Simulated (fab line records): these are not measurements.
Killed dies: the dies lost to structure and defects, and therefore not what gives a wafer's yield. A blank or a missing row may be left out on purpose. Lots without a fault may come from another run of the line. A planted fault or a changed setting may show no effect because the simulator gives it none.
Which of the tools did it? ; flow sky130 ; 35 wafers from 12 lots sampled at 5 of the route's 708 steps

== WHAT THE GAUGES READ, wafer by wafer ==
SKY_VIA4_THK_MEAS_01.
lot;measured;on;VIA4_HDPCVD_THK (nm)
L412;day 42 21:23;film metro-03;1746 1767 1761
L413;day 43 10:21;film metro-04;1756 1778 1780
L415;day 43 23:58;film metro-03;1727 1709 1774
L417;day 44 03:04;film metro-01;1775 1785 1776
L419;day 44 15:25;film metro-01;1718 1766 1727
L418;day 44 16:24;film metro-01;1775 1755 1761
L421;day 45 11:28;film metro-04;1776 1742 1748
L422;day 45 13:25;film metro-01;1766 1748 1753
L423;day 45 21:13;film metro-03;1752 1729 1743
L425;day 46 10:07;film metro-04;1776 1743 1771
L426;day 46 16:43;film metro-03;1746 2840
L432;day 48 00:14;film metro-04;1770 1709 1761

== TOOL THAT RAN EACH LOT (tool first, then ch and the chambers of the sampled wafers, then the start) ==
lot;SKY_METAL4_SPUTTER_01;SKY_METAL4_SPUTTER_02;SKY_METAL4_ETCH_16;SKY_VIA4_HDPCVD_00
L412;pvd sputter-01, day 40 17:57;pvd sputter-01, day 40 17:59;rie metal-01 ch 0,1, day 42 20:18;hdpcvd-02 ch 0,2, day 42 21:11
L413;pvd sputter-04, day 41 06:43;pvd sputter-04, day 41 06:44;rie metal-04 ch 1, day 43 09:04;hdpcvd-02 ch 0,1, day 43 10:05
L415;pvd sputter-04, day 41 21:59;pvd sputter-04, day 41 22:01;rie metal-01 ch 0, day 43 22:54;hdpcvd-01 ch 0,2, day 43 23:47
L417;pvd sputter-04, day 42 02:31;pvd sputter-04, day 42 02:33;rie metal-04 ch 0,1, day 44 02:00;hdpcvd-02 ch 0,1,2, day 44 02:53
L419;pvd sputter-03, day 42 14:59;pvd sputter-03, day 42 15:01;rie metal-03 ch 0,1, day 44 14:20;hdpcvd-01 ch 0,1, day 44 15:13
L418;pvd sputter-04, day 42 15:39;pvd sputter-04, day 42 15:41;rie metal-04 ch 0,1, day 44 15:20;hdpcvd-02 ch 0,1,2, day 44 16:13
L421;pvd sputter-01, day 43 12:01;pvd sputter-01, day 43 12:02;rie metal-03 ch 0,1, day 45 10:23;hdpcvd-02 ch 0,1, day 45 11:16
L422;pvd sputter-03, day 43 13:16;pvd sputter-03, day 43 13:17;rie metal-03 ch 1, day 45 12:20;hdpcvd-02 ch 0,1,2, day 45 13:14
L423;pvd sputter-04, day 43 22:04;pvd sputter-04, day 43 22:06;rie metal-03 ch 0, day 45 20:03;hdpcvd-01 ch 2, day 45 20:56
L425;pvd sputter-04, day 44 12:37;pvd sputter-04, day 44 12:38;rie metal-01 ch 0,1, day 46 09:03;hdpcvd-02 ch 0,1,2, day 46 09:56
L426;pvd sputter-03, day 44 19:03;pvd sputter-03, day 44 19:05;rie metal-04 ch 0,1, day 46 15:40;hdpcvd-02 ch 0,2, day 46 16:35
L432;pvd sputter-04, day 46 04:07;pvd sputter-04, day 46 04:08;rie metal-01 ch 0,1, day 47 23:11;hdpcvd-01 ch 0,2, day 48 00:02
- SKY_METAL4_SPUTTER_01: material TiN, target thk 20 nm, time 16.7 s.
- SKY_METAL4_SPUTTER_02: material AlCu, target thk 735 nm, time 39.1 s.
- SKY_METAL4_ETCH_16: etches BARC in N2/H2, stops on SiO2, time 88.2 s, target depth 60 nm.
- SKY_VIA4_HDPCVD_00: deposits SiO2, target thk 1750 nm, time 291.7 s.

== AS READ BY THE TOOLS THEMSELVES (means over the sampled wafers that have a number; for cases with no such wafer, the mark the record gives instead) ==
SKY_METAL4_SPUTTER_01.
lot;tool;throttle valve pct (%)
L412;pvd sputter-01;31.4
L413;pvd sputter-04;29.9
L415;pvd sputter-04;29.6
L417;pvd sputter-04;28.2
L419;pvd sputter-03;29.8
L418;pvd sputter-04;29.2
L421;pvd sputter-01;31.7
L422;pvd sputter-03;30.5
L423;pvd sputter-04;29.0
L425;pvd sputter-04;29.7
L426;pvd sputter-03;29.5
L432;pvd sputter-04;29.5

SKY_METAL4_SPUTTER_02.
lot;tool;throttle valve pct (%)
L412;pvd sputter-01;31.6
L413;pvd sputter-04;29.8
L415;pvd sputter-04;29.5
L417;pvd sputter-04;28.1
L419;pvd sputter-03;29.9
L418;pvd sputter-04;29.0
L421;pvd sputter-01;31.7
L422;pvd sputter-03;30.6
L423;pvd sputter-04;29.1
L425;pvd sputter-04;29.8
L426;pvd sputter-03;29.5
L432;pvd sputter-04;29.6

SKY_METAL4_ETCH_16.
lot;tool;drypump motor current A (A);oes product au (a.u.);throttle valve pct (%)
L412;rie metal-01;5.8;0.624;13.213
L413;rie metal-04;5.2;0.623;13.201
L415;rie metal-01;5.7;0.620;13.193
L417;rie metal-04;5.6;0.625;13.203
L419;rie metal-03;6.0;0.624;13.196
L418;rie metal-04;5.9;0.624;13.208
L421;rie metal-03;5.7;0.627;13.200
L422;rie metal-03;5.4;0.626;13.205
L423;rie metal-03;6.3;0.626;13.197
L425;rie metal-01;5.7;0.626;13.211
L426;rie metal-04;5.8;0.623;13.209
L432;rie metal-01;5.7;0.622;13.198

SKY_VIA4_HDPCVD_00.
lot;tool;pressure mtorr (mTorr)
L412;hdpcvd-02;6.005
L413;hdpcvd-02;6.007
L415;hdpcvd-01;5.998
L417;hdpcvd-02;6.004
L419;hdpcvd-01;6.002
L418;hdpcvd-02;5.997
L421;hdpcvd-02;5.999
L422;hdpcvd-02;5.999
L423;hdpcvd-01;5.997
L425;hdpcvd-02;5.998
L426;hdpcvd-02;5.994
L432;hdpcvd-01;5.994

== THE ANSWER, worked out from the rows above alone ==
Rule: the lots themselves supply what counts as usual. The widest of any qualifying gaps counts: lots, ordered by their means at a reading, are off when they make up no more than a third of the lots, leave a main group of 4 or more, and stand apart from it by 3 or more times the standard deviation of that group's means. A main group is skipped when, at the precision printed for the reading in the tables above, its means are all equal. Also off: a lot with no number at a reading for which 4 or more lots have one. Any other lot the step has rows for is counted as sound. First the gauges in route order, then the tools' own readings, where a lot's mean is used as printed above. The first step at which some lot is off is used, and at that step the reading that is off furthest; a lot without a number counts as furthest.
Off: at SKY_VIA4_THK_MEAS_01 (VIA4_HDPCVD_THK), L426. The main group: mean 1755 nm, standard deviation 13.
If a tool, at a process step before that reading, ran all the lots that are off and no sound lot after the first of them, it fits. The gauges at SKY_VIA4_THK_MEAS_01 are tried like those tools. Can't be told from this: 4 tools fit, pvd sputter-03 at SKY_METAL4_SPUTTER_01 and SKY_METAL4_SPUTTER_02, rie metal-04 at SKY_METAL4_ETCH_16, hdpcvd-02 at SKY_VIA4_HDPCVD_00, film metro-03 at SKY_VIA4_THK_MEAS_01.

== WHAT THE SIMULATOR PUT IN ==
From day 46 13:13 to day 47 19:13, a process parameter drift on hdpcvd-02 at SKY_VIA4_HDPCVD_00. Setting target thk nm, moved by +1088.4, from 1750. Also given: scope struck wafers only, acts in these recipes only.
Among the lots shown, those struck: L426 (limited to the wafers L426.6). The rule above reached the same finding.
